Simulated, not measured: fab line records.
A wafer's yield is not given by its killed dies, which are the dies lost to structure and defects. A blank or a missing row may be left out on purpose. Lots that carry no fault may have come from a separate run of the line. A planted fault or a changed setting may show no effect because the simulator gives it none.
Chamber matching    flow sky130    cmp-02 running SKY_VIA1_CMP_02: 4 sister chambers
The step polishes SiO2. 8 wafers are shown with their chamber, then 10 later ones without.

== WAFERS PAIRED WITH THEIR CHAMBERS ==
wafer   chamber  motorCurrentA (A)
L306.5  3        12.2
L317.4  0        14.4
L317.6  2        11.5
L318.4  0        14.7
L318.5  2        11.5
L318.6  1        10.9
L321.2  3        11.4
L321.3  1        11.3

== WAFERS WHOSE CHAMBER IS MISSING ==
wafer   motorCurrentA (A)
L321.5  11.3
L322.1  14.5
L322.3  12.8
L322.5  11.5
L323.2  12.0
L323.3  11.2
L323.5  11.3
L324.2  13.8
L324.4  11.5
L324.5  11.6

== THE CHAMBER EACH PASSED THROUGH ==
wafer   from the rows above           in truth
L321.5  can't be placed: 1 or 2 or 3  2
L322.1  0                             0
L322.3  can't be placed: 3 or 2       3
L322.5  can't be placed: 2 or 3 or 1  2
L323.2  can't be placed: 3 or 2       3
L323.3  can't be placed: 1 or 2 or 3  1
L323.5  can't be placed: 1 or 2 or 3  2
L324.2  0                             0
L324.4  can't be placed: 2 or 3 or 1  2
L324.5  can't be placed: 2 or 3 or 1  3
Correct placement for 2 of the 10. Not placeable from these rows: 8 (in 8, the candidates include the true chamber). Wrongly placed: 0.
How it was worked out, from the rows above alone: a wafer's distance from a chamber is the root of the sum, over the readings, of the square of ((its reading less the chamber's mean) divided by the reading's scatter). If the next closest chamber is less than 2 further off than the closest, the wafer can't be placed; otherwise it belongs to the closest. The mean given for a chamber averages the wafers shown for that chamber. The scatter: take each reading less its chamber's mean, square it, sum over the shown wafers, divide by the number of wafers less the number of chambers, and take the root.
